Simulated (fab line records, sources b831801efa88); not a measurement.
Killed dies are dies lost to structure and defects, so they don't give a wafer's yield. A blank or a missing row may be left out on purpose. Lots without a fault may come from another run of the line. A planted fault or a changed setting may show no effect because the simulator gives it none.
fab line records | flow gf180mcu
record lots=5 wafers=23
route steps=602 shown V2@395 M3@418 V3@431
start_h: hours from the record's first day to the start of the lot's first wafer shown | wait_h: hours since the lot's step before | " the same as in the row above | L1.1+2: a row that stands for several wafers | - no value, or no start given | * or withheld: withheld | < > ~ a bound
route shown NAME@n: a module of which the file shows steps, and the number in the route of the first | usual: mean/standard deviation of fault-free wafers | same: alike in all rows | chamber/n: place in a boat | sites: the reading at each site | _std_site: their standard deviation | _edge_site: outer sites' mean less inner sites' | radius_mm: how far each site lies from the wafer's centre | mask NAME#n: copy n | behind: the tool/chamber that last shaped the wafer | hold: why the lot was held/for how many hours/how that ended | device: the transistor (n, p or np) that didn't switch | end of line: the same wafers' tests at the end of the route | a step without rows: its recipe alone | killed: dies lost to structure and defects at the first sort, not the wafer's yield | map: a wafer's dies, x killed, . not, _ none there
set.NAME: the setting as run; set.NAME@STEP: as run at that earlier step | model.NAME: the simulator's own value behind a step, which no gauge read
lots whose settings were changed on purpose; a table a step, a row a wafer
## steps
# step GF_V2_DEVELOP_13
# recipe develop_time_s=60 resist=KrF dev_temp_c=21
# columns lot.wafer tool chamber start_h wait_h set.dev_temp_c
L074.1+2+3 litho_track-04 0 460.17 0.2 21
L078.1+2+4 litho_track-02 0 497.65 0.2 21
L078.3+6 " 0 " " 23.83
L081.1+5 litho_track-02 0 525.35 0.2 21
L081.3+4+6 " 0 " " 24.41
L082.1+5 litho_track-04 0 529.22 0.2 21
L082.3+4+6 " 0 " " 18.78
L085.1+4+6 litho_track-02 0 568.00 0.2 21
L085.2+3 " 0 " " 19.65
# step GF_V2_CD_MEAS_14
# recipe target_cd_nm=260
# usual cd_nm=260.2/1.4
# columns lot.wafer tool chamber start_h wait_h set.peb_temp_c@V2_PEB_12 cd_nm
L074.1 cd_sem-02 - 460.35 0.2 135 262.0
L074.2 " - " " 135 262.2
L074.3 " - " " 135 263.2
L078.1 cd_sem-01 - 497.80 0.1 135 258.8
L078.2 " - " " 135 258.3
L078.3 " - " " 135 257.2
L078.4 " - " " 135 257.4
L078.6 " - " " 135 258.3
L081.1 cd_sem-02 - 525.50 0.1 136.8 262.9
L081.3 " - " " 136.8 262.6
L081.4 " - " " 136.8 261.7
L081.5 " - " " 135 257.9
L081.6 " - " " 135 258.6
L082.1 cd_sem-02 - 529.37 0.1 131 245.6
L082.3 " - " " 131 245.4
L082.4 " - " " 135 259.7
L082.5 " - " " 135 259.3
L082.6 " - " " 135 260.6
L085.1 cd_sem-01 - 568.15 0.1 138.3 267.6
L085.2 " - " " 135 261.6
L085.3 " - " " 138.3 268.3
L085.4 " - " " 135 261.3
L085.6 " - " " 135 261.1
# step GF_V2_ETCH_16
# recipe chemistry=N2/H2 target_depth_a=withheld overetch_a=withheld time_s=withheld target=BARC ion_energy_ev=200 source_w=500 bias_w=100 pressure_mtorr=30 n2_flow_sccm=100 h2_flow_sccm=200
# columns lot.wafer tool chamber start_h wait_h set.peb_temp_c@V2_PEB_12 model.V2.cd_nm
L074.1 rie_diel-01 2 460.51 0.0 135 261.3
L074.2 " 0 " " 135 262
L074.3 " 3 " " 135 262.2
L078.1+2 rie_diel-01 3,0 497.96 0.0 135 258.6
L078.3 " 1 " " 135 256.4
L078.4 " 2 " " 135 257.1
L078.6 " 2 " " 135 257.5
L081.1 rie_diel-01 1 525.66 0.0 136.8 262.4
L081.3 " 3 " " 136.8 262.5
L081.4 " 2 " " 136.8 261.3
L081.5 " 2 " " 135 257.7
L081.6 " 1 " " 135 257.5
L082.1 rie_diel-01 1 529.52 0.0 131 245.3
L082.3 " 3 " " 131 244.9
L082.4 " 2 " " 135 259.6
L082.5 " 0 " " 135 259.5
L082.6 " 3 " " 135 259.9
L085.1 rie_diel-01 2 568.30 0.0 138.3 267.8
L085.2 " 1 " " 135 261.6
L085.3 " 3 " " 138.3 268.7
L085.4 " 0 " " 135 261.5
L085.6 " 3 " " 135 261
# step GF_V2_CVD_23
# recipe material=W target_thk_nm=350 time_s=104.94 temp_c=400 pressure_torr=40
# columns lot.wafer tool chamber start_h wait_h set.temp_c model.W_of_V2_CVD_23.thk_nm
L074.1 cvd_w-01 0 461.27 0.0 400 349.7
L074.2 " 1 " " 400 346.7
L074.3 " 1 " " 400 346.9
L078.1 cvd_w-02 1 498.72 0.0 400 342.4
L078.2 " 0 " " 400 346.8
L078.3 " 1 " " 400 344.3
L078.4 " 0 " " 400 347
L078.6 " 1 " " 400 341.8
L081.1 cvd_w-02 0 526.42 0.0 400 348.1
L081.3 " 0 " " 400 345.8
L081.4 " 1 " " 400 346.2
L081.5 " 0 " " 400 347.6
L081.6 " 1 " " 400 344.7
L082.1 cvd_w-02 1 530.29 0.0 394.7 309.2
L082.3 " 0 " " 400 346.4
L082.4 " 1 " " 394.7 311.8
L082.5 " 0 " " 400 343
L082.6 " 1 " " 400 342.9
L085.1 cvd_w-02 0 569.07 0.0 405.9 383.9
L085.2 " 1 " " 400 346.5
L085.3 " 0 " " 405.9 384.6
L085.4 " 1 " " 405.9 378.9
L085.6 " 1 " " 400 342.3
# step GF_V2_RS_MEAS_24
# recipe thk_meas_gauge=four-point-probe reads=W_of_V2_CVD_23+TiN_of_V2_SPUTTER_22+Ti_of_V2_SPUTTER_21
# usual V2_W_RS=0.3295/0.003
# columns lot.wafer tool chamber start_h wait_h set.temp_c@V2_CVD_23 V2_W_RS[ohm/sq]
L074.1 film_metro-02 - 461.39 0.1 400 0.3278
L074.2 " - " " 400 0.3304
L074.3 " - " " 400 0.3294
L078.1 film_metro-01 - 498.83 0.1 400 0.3349
L078.2 " - " " 400 0.3301
L078.3 " - " " 400 0.3323
L078.4 " - " " 400 0.3294
L078.6 " - " " 400 0.3353
L081.1 film_metro-01 - 526.53 0.1 400 0.3289
L081.3 " - " " 400 0.3312
L081.4 " - " " 400 0.3310
L081.5 " - " " 400 0.3293
L081.6 " - " " 400 0.3324
L082.1 film_metro-03 - 530.40 0.1 394.7 0.3709
L082.3 " - " " 400 0.3298
L082.4 " - " " 394.7 0.3675
L082.5 " - " " 400 0.3336
L082.6 " - " " 400 0.3338
L085.1 film_metro-01 - 569.18 0.1 405.9 0.2982
L085.2 " - " " 400 0.3304
L085.3 " - " " 405.9 0.2969
L085.4 " - " " 405.9 0.3023
L085.6 " - " " 400 0.3342
# step GF_V2_THK_MEAS_25
# recipe thk_meas_gauge=xrf reads=W_of_V2_CVD_23
# usual V2_W_THK=352/5.1
# columns lot.wafer tool chamber start_h wait_h set.temp_c@V2_CVD_23 V2_W_THK[nm]
L074.1 film_metro-02 - 461.51 0.1 400 357
L074.2 " - " " 400 355
L074.3 " - " " 400 355
L078.1 film_metro-01 - 498.95 0.1 400 344
L078.2 " - " " 400 348
L078.3 " - " " 400 346
L078.4 " - " " 400 349
L078.6 " - " " 400 341
L081.1 film_metro-01 - 526.65 0.1 400 350
L081.3 " - " " 400 349
L081.4 " - " " 400 349
L081.5 " - " " 400 351
L081.6 " - " " 400 348
L082.1 film_metro-03 - 530.52 0.1 394.7 312
L082.3 " - " " 400 351
L082.4 " - " " 394.7 313
L082.5 " - " " 400 345
L082.6 " - " " 400 347
L085.1 film_metro-01 - 569.30 0.1 405.9 384
L085.2 " - " " 400 348
L085.3 " - " " 405.9 385
L085.4 " - " " 405.9 382
L085.6 " - " " 400 343
# step GF_M3_COAT_09
# recipe resist=KrF spin_rpm=withheld resist_thk_nm=1000
# columns lot.wafer tool chamber start_h wait_h set.resist_thk_nm model.KrF_of_M3_COAT_09.thk_nm
L074.1 litho_track-03 0 474.03 0.1 1000 999.7
L074.2 " 0 " " 1000 1002
L074.3 " 0 " " 1000 1006
L078.1 litho_track-02 0 510.65 0.1 1000 1000
L078.2 " 0 " " 960.5 962.6
L078.3 " 0 " " 960.5 963.1
L078.4 " 0 " " 1000 1001
L078.6 " 0 " " 960.5 962.4
L081.1 litho_track-02 0 538.80 0.1 1000 997.7
L081.3+5 " 0 " " 977.2 974.9
L081.4 " 0 " " 1000 1001
L081.6 " 0 " " 1000 999
L082.1 litho_track-02 0 542.55 0.1 1000 993.3
L082.3 " 0 " " 1000 996.8
L082.4 " 0 " " 1000 994.9
L082.5 " 0 " " 1000 997.7
L082.6 " 0 " " 1000 993.9
L085.1 litho_track-01 0 580.49 0.1 974.7 977.6
L085.2 " 0 " " 974.7 975.2
L085.3 " 0 " " 1000 999.6
L085.4 " 0 " " 1000 999.9
L085.6 " 0 " " 974.7 976.2
# step GF_M3_DEVELOP_13
# recipe develop_time_s=60 dev_temp_c=21
# columns lot.wafer tool chamber start_h wait_h set.develop_time_s set.resist_thk_nm@M3_COAT_09 model.KrF_of_M3_COAT_09.thk_nm
L074.1 litho_track-01 0 485.84 0.2 60 1000 984.9
L074.2 " 0 " " 60 1000 987.2
L074.3 " 0 " " 60 1000 991
L078.1 litho_track-02 0 521.95 0.2 60 1000 985.4
L078.2 " 0 " " 60 960.5 947.7
L078.3 " 0 " " 60 960.5 948.3
L078.4 " 0 " " 60 1000 986.4
L078.6 " 0 " " 60 960.5 947.5
L081.1 litho_track-03 0 550.08 0.2 60 1000 982.9
L081.3+5 " 0 " " 60 977.2 960.1
L081.4 " 0 " " 60 1000 985.9
L081.6 " 0 " " 60 1000 984.2
L082.1 litho_track-03 0 553.43 0.2 60 1000 978.5
L082.3 " 0 " " 60 1000 982
L082.4 " 0 " " 60 1000 980.1
L082.5 " 0 " " 60 1000 982.8
L082.6 " 0 " " 60 1000 979.1
L085.1 litho_track-01 0 590.74 0.2 68.81 974.7 962.3
L085.2 " 0 " " 60 974.7 960.4
L085.3 " 0 " " 60 1000 984.8
L085.4 " 0 " " 60 1000 985.1
L085.6 " 0 " " 68.81 974.7 960.9
# step GF_M3_METAL_ETCH_16
# recipe chemistry=Cl2/BCl3 mask_material=KrF target_depth_nm=627.5 stop_on=SiO2 pressure_mtorr=8 icp_w=800 bias_w=140 Cl2_flow_sccm=80 bcl3_flow_sccm=40 time_s=104.6
# columns lot.wafer tool chamber start_h wait_h set.resist_thk_nm@M3_COAT_09 model.KrF_of_M3_COAT_09.thk_nm
L074.1 rie_metal-01 1 486.14 0.0 1000 736.5
L074.2 " 0 " " 1000 736.3
L074.3 " 1 " " 1000 743.2
L078.1 rie_metal-01 1 522.26 0.0 1000 734
L078.2 " 0 " " 960.5 697.4
L078.3 " 0 " " 960.5 695.8
L078.4 " 1 " " 1000 738.3
L078.6 " 0 " " 960.5 697.6
L081.1 rie_metal-04 0 550.49 0.0 1000 733.1
L081.3 " 0 " " 977.2 709.6
L081.4 " 0 " " 1000 736.6
L081.5 " 0 " " 977.2 708.4
L081.6 " 0 " " 1000 734.8
L082.1 rie_metal-03 1 553.74 0.0 1000 728.4
L082.3 " 1 " " 1000 731.5
L082.4 " 0 " " 1000 727.3
L082.5 " 1 " " 1000 729.1
L082.6 " 0 " " 1000 727.2
L085.1 rie_metal-03 1 591.04 0.0 974.7 713.6
L085.2 " 0 " " 974.7 711
L085.3 " 0 " " 1000 734.8
L085.4 " 1 " " 1000 736.9
L085.6 " 1 " " 974.7 709.3
# step GF_M3_STRIP_17
# recipe chemistry=O2/N2 power_w=1400 pressure_mtorr=1500 platen_temp_c=250 o2_flow_sccm=3000 n2_flow_sccm=300 overash_fraction=0.5
# usual strip_time_to_endpoint_s=7.89/0.037
# columns lot.wafer tool chamber start_h wait_h set.resist_thk_nm@M3_COAT_09 strip_time_to_endpoint_s
L074.1 plasma_asher-02 1 486.26 0.1 1000 7.89
L074.2 " 0 " " 1000 7.89
L074.3 " 1 " " 1000 7.94
L078.1 plasma_asher-04 0 522.37 0.1 1000 7.86
L078.2 " 1 " " 960.5 7.52
L078.3 " 1 " " 960.5 7.50
L078.4 " 0 " " 1000 7.91
L078.6 " 1 " " 960.5 7.51
L081.1 plasma_asher-04 1 550.72 0.2 1000 7.85
L081.3 " 0 " " 977.2 7.64
L081.4 " 1 " " 1000 7.88
L081.5 " 0 " " 977.2 7.61
L081.6 " 1 " " 1000 7.88
L082.1 plasma_asher-01 1 553.85 0.1 1000 7.82
L082.3 " 1 " " 1000 7.83
L082.4 " 0 " " 1000 7.80
L082.5 " 0 " " 1000 7.82
L082.6 " 1 " " 1000 7.79
L085.1 plasma_asher-01 0 591.15 0.1 974.7 7.67
L085.2 " 1 " " 974.7 7.64
L085.3 " 1 " " 1000 7.87
L085.4 " 0 " " 1000 7.89
L085.6 " 0 " " 974.7 7.63
# step GF_V3_CVD_02
# recipe material=SiO2 target_thk_nm=850 precursor=TEOS temp_c=400 time_s=94.851 rf_w=600
# columns lot.wafer tool chamber start_h wait_h set.time_s model.SiO2_of_V3_CVD_02.thk_nm
L074.1 pecvd-04 0 486.92 0.1 94.851 866.3
L074.2 " 2 " " 94.851 860.4
L074.3 " 1 " " 94.851 860.2
L078.1 pecvd-03 0 523.03 0.1 94.851 839
L078.2 " 2 " " 94.851 839.3
L078.3 " 1 " " 94.851 847.3
L078.4 " 1 " " 94.851 862
L078.6 " 2 " " 94.851 834.9
L081.1 pecvd-02 1 551.45 0.1 94.851 835.7
L081.3 " 2 " " 94.851 836.5
L081.4 " 2 " " 105.5 938.2
L081.5 " 1 " " 94.851 853.6
L081.6 " 0 " " 105.5 949.6
L082.1 pecvd-03 1 554.58 0.1 94.851 842.5
L082.3 " 0 " " 94.851 842.2
L082.4 " 0 " " 94.851 860.9
L082.5 " 2 " " 94.851 851.2
L082.6 " 1 " " 94.851 848.7
L085.1 pecvd-03 2 591.85 0.1 94.851 837
L085.2 " 0 " " 94.851 823.5
L085.3 " 1 " " 98.86 862.8
L085.4 " 1 " " 94.851 843.3
L085.6 " 0 " " 98.86 879.4
# step GF_V3_THK_MEAS_03
# recipe reads=SiO2_of_V3_CVD_02
# usual V3_CVD_02_THK=849/14
# columns lot.wafer tool chamber start_h wait_h set.time_s@V3_CVD_02 V3_CVD_02_THK[nm]
L074.1 film_metro-01 - 486.99 0.0 94.851 866
L074.2 " - " " 94.851 859
L074.3 " - " " 94.851 860
L078.1 film_metro-01 - 523.10 0.0 94.851 838
L078.2 " - " " 94.851 839
L078.3 " - " " 94.851 847
L078.4 " - " " 94.851 862
L078.6 " - " " 94.851 834
L081.1 film_metro-01 - 551.52 0.0 94.851 835
L081.3 " - " " 94.851 836
L081.4 " - " " 105.5 939
L081.5 " - " " 94.851 854
L081.6 " - " " 105.5 950
L082.1 film_metro-01 - 554.65 0.0 94.851 842
L082.3 " - " " 94.851 842
L082.4 " - " " 94.851 861
L082.5 " - " " 94.851 851
L082.6 " - " " 94.851 849
L085.1 film_metro-04 - 591.92 0.0 94.851 837
L085.2 " - " " 94.851 823
L085.3 " - " " 98.86 863
L085.4 " - " " 94.851 843
L085.6 " - " " 98.86 879
# step GF_V3_CMP_04
# recipe material=SiO2 down_force_psi=4 platen_rpm=60 pad_velocity_m_s=0.94248
# usual time_to_endpoint_s=77/5.8
# columns lot.wafer tool chamber start_h wait_h set.time_s@V3_CVD_02 time_to_endpoint_s
L074.3 cmp-01 1 487.10 0.1 94.851 81
L074.2 " 2 " " 94.851 78
L074.1 " 3 " " 94.851 83
L078.3 cmp-01 3 523.16 0.0 94.851 79
L078.2 " 0 " " 94.851 74
L078.4 " 1 " " 94.851 85
L078.1 " 2 " " 94.851 78
L078.6 " 3 " " 94.851 75
L081.3 cmp-01 1 551.61 0.1 94.851 74
L081.4 " 2 " " 105.5 116
L081.1 " 3 " " 94.851 78
L081.6 " 1 " " 105.5 118
L081.5 " 2 " " 94.851 83
L082.1 cmp-02 0 554.71 0.1 94.851 67
L082.4 " 1 " " 94.851 73
L082.3 " 2 " " 94.851 73
L082.6 " 0 " " 94.851 74
L082.5 " 1 " " 94.851 72
L085.1 cmp-01 3 592.33 0.4 94.851 72
L085.3 " 0 " " 98.86 75
L085.2 " 1 " " 94.851 62
L085.4 " 2 " " 94.851 72
L085.6 " 3 " " 98.86 84
# step GF_V3_PEB_12
# recipe peb_temp_c=135 peb_time_s=90 resist=KrF
# columns lot.wafer tool chamber start_h wait_h set.peb_time_s
L074.1+2+3 litho_track-01 0 - - 90
L078.1+2+6 litho_track-03 0 - - 77.85
L078.3+4 " 0 " " 90
L081.1+3 litho_track-01 0 - - 90
L081.4+5+6 " 0 " " 83.5
L082.1+3+4+5+6 litho_track-04 0 - - 90
L085.1+3 litho_track-01 0 - - 90
L085.2+4+6 " 0 " " 84.12
# step GF_V3_DEVELOP_13
# recipe develop_time_s=60 resist=KrF dev_temp_c=21
# step GF_V3_CD_MEAS_14
# recipe target_cd_nm=260
# usual cd_nm=260.1/1.1
# columns lot.wafer tool chamber start_h wait_h set.peb_time_s@V3_PEB_12 cd_nm
L074.1 cd_sem-01 - 510.74 0.1 90 259.2
L074.2 " - " " 90 259.4
L074.3 " - " " 90 258.8
L078.1 cd_sem-01 - 545.18 0.1 77.85 255.4
L078.2 " - " " 77.85 256.0
L078.3 " - " " 90 260.0
L078.4 " - " " 90 259.0
L078.6 " - " " 77.85 255.1
L081.1 cd_sem-02 - 574.29 0.1 90 261.3
L081.3 " - " " 90 262.1
L081.4 " - " " 83.5 259.6
L081.5 " - " " 83.5 259.7
L081.6 " - " " 83.5 259.3
L082.1 cd_sem-01 - 576.87 0.1 90 260.7
L082.3 " - " " 90 260.9
L082.4 " - " " 90 260.6
L082.5 " - " " 90 261.4
L082.6 " - " " 90 261.8
L085.1 cd_sem-02 - 613.59 0.1 90 261.5
L085.2 " - " " 84.12 259.0
L085.3 " - " " 90 262.2
L085.4 " - " " 84.12 259.0
L085.6 " - " " 84.12 258.9
# step GF_V3_ETCH_16
# recipe chemistry=N2/H2 target_depth_a=withheld overetch_a=withheld time_s=withheld target=BARC ion_energy_ev=200 source_w=500 bias_w=100 pressure_mtorr=30 n2_flow_sccm=100 h2_flow_sccm=200
# columns lot.wafer tool chamber start_h wait_h set.peb_time_s@V3_PEB_12 model.V3.cd_nm
L074.1 rie_diel-02 0 510.89 0.0 * 259.1
L074.2 " 2 " " * 259.2
L074.3 " 3 " " * 259.6
L078.1 rie_diel-04 3 545.34 0.0 * 255.4
L078.2 " 1 " " * 255.7
L078.3 " 2 " " * 259.6
L078.4 " 3 " " * 258.2
L078.6 " 2 " " * 255.3
L081.1 rie_diel-03 0 574.44 0.0 * 260.3
L081.3 " 2 " " * 261.2
L081.4 " 1 " " * 260.2
L081.5 " 3 " " * 259.6
L081.6 " 0 " " * 259.2
L082.1 rie_diel-02 0 577.02 0.0 * 261.1
L082.3 " 3 " " * 261.9
L082.4 " 2 " " * 260.8
L082.5 " 0 " " * 261.2
L082.6 " 3 " " * 261.8
L085.1 rie_diel-02 3 613.74 0.0 * 262.5
L085.2 " 2 " " * 259.2
L085.3 " 1 " " * 261
L085.4 " 0 " " * 259.4
L085.6 " 1 " " * 259.3
# step GF_V3_ETCH_17
# recipe chemistry=C4F8/O2/Ar mask_material=KrF target=SiO2 stop_on=TiN source_w=1500 bias_w=1200 pressure_mtorr=40 c4f8_flow_sccm=withheld O2_flow_sccm=6 Ar_flow_sccm=300 time_s=withheld target_depth_a=6350
# columns lot.wafer tool chamber start_h wait_h set.bias_w set.peb_time_s@V3_PEB_12 model.V3.cd_nm
L074.1+2 rie_diel-02 0,2 - - 1200 * 259.2
L074.3 " 3 " " 1200 * 259.8
L078.1 rie_diel-04 3 - - 1261 * 254.9
L078.2 " 1 " " 1261 * 255.9
L078.3 " 2 " " 1200 * 259.3
L078.4 " 3 " " 1200 * 258.1
L078.6 " 2 " " 1200 * 255.2
L081.1 rie_diel-03 0 - - 1200 * 260.6
L081.3 " 2 " " 1200 * 261.4
L081.4 " 1 " " 1200 * 260.2
L081.5 " 3 " " 1200 * 259.4
L081.6 " 0 " " 1200 * 259.8
L082.1 rie_diel-02 0 - - 1200 * 261.2
L082.3 " 3 " " 1200 * 262.3
L082.4 " 2 " " 1153 * 261.1
L082.5 " 0 " " 1200 * 261.6
L082.6 " 3 " " 1153 * 262.1
L085.1 rie_diel-02 3 - - 1283 * 262.7
L085.2 " 2 " " 1200 * 259.2
L085.3 " 1 " " 1200 * 260.2
L085.4 " 0 " " 1283 * 259.4
L085.6 " 1 " " 1283 * 258.8
# step GF_V3_CVD_23
# recipe material=W target_thk_nm=350 time_s=104.9 temp_c=400 pressure_torr=40
# columns lot.wafer tool chamber start_h wait_h set.pressure_torr model.W_of_V3_CVD_23.thk_nm
L074.1 cvd_w-01 0 511.66 0.0 40 352.5
L074.2 " 1 " " 40 348
L074.3 " 1 " " 40 350.1
L078.1 cvd_w-01 0 546.11 0.0 35.52 329.2
L078.2 " 1 " " 35.52 324.6
L078.3 " 1 " " 35.52 331.1
L078.4 " 0 " " 35.52 328.8
L078.6 " 1 " " 35.52 329.3
L081.1 cvd_w-01 0 575.20 0.0 40 344.9
L081.3 " 0 " " 40 348
L081.4 " 1 " " 40 345.2
L081.5 " 0 " " 40 347.5
L081.6 " 1 " " 40 345.9
L082.1 cvd_w-02 1 577.88 0.0 38.21 344.3
L082.3 " 1 " " 38.21 343.4
L082.4 " 0 " " 38.21 347.3
L082.5 " 0 " " 38.21 343
L082.6 " 1 " " 38.21 345.3
L085.1 cvd_w-02 1 614.50 0.0 40 356.4
L085.2+3 " 1 " " 40 352.4
L085.4 " 1 " " 40 354.9
L085.6 " 1 " " 40 356
## key
split step=GF_V2_DEVELOP_13 setting=dev_temp_c stated=21 by=wafer
response none clear
split step=GF_V2_CVD_23 setting=temp_c stated=400 by=wafer
response step=GF_V2_CVD_23 reading=model.W_of_V2_CVD_23.thk_nm change=+25.6 per=1% r=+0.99
response step=GF_V2_RS_MEAS_24 reading=V2_W_RS change=-0.0248 per=1% r=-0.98
response step=GF_V2_THK_MEAS_25 reading=V2_W_THK change=+26.3 per=1% r=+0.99
split step=GF_M3_COAT_09 setting=resist_thk_nm stated=1000 by=wafer
response step=GF_M3_COAT_09 reading=model.KrF_of_M3_COAT_09.thk_nm change=+9.74 per=1% r=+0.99
response step=GF_M3_DEVELOP_13 reading=model.KrF_of_M3_COAT_09.thk_nm change=+9.77 per=1% r=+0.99
response step=GF_M3_METAL_ETCH_16 reading=model.KrF_of_M3_COAT_09.thk_nm change=+10.1 per=1% r=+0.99
response step=GF_M3_STRIP_17 reading=strip_time_to_endpoint_s change=* per=1% r=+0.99
split step=GF_M3_DEVELOP_13 setting=develop_time_s stated=60 by=wafer
response none clear
split step=GF_V3_CVD_02 setting=time_s stated=94.851 by=wafer
response step=GF_V3_CVD_02 reading=model.SiO2_of_V3_CVD_02.thk_nm change=+9.03 per=1% r=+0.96
response step=GF_V3_THK_MEAS_03 reading=V3_CVD_02_THK change=+9.06 per=1% r=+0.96
response step=GF_V3_CMP_04 reading=time_to_endpoint_s change=* per=1% r=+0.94
split step=GF_V3_PEB_12 setting=peb_time_s stated=90 by=wafer
response step=GF_V3_CD_MEAS_14 reading=cd_nm change=+0.316 per=1% r=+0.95
response step=GF_V3_ETCH_16 reading=model.V3.cd_nm change=+0.255 per=1% r=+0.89
response step=GF_V3_ETCH_17 reading=model.V3.cd_nm change=+0.251 per=1% r=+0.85
split step=GF_V3_ETCH_17 setting=bias_w stated=1200 by=wafer
response none clear
split step=GF_V3_CVD_23 setting=pressure_torr stated=40 by=lot
response step=GF_V3_CVD_23 reading=model.W_of_V3_CVD_23.thk_nm change=+1.9 per=1% r=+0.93
split outside_this_file step=GF_V2_PEB_12 setting=peb_temp_c
# split outside_this_file: this setting was split too, and the file shows its column; the key of that split is in another file
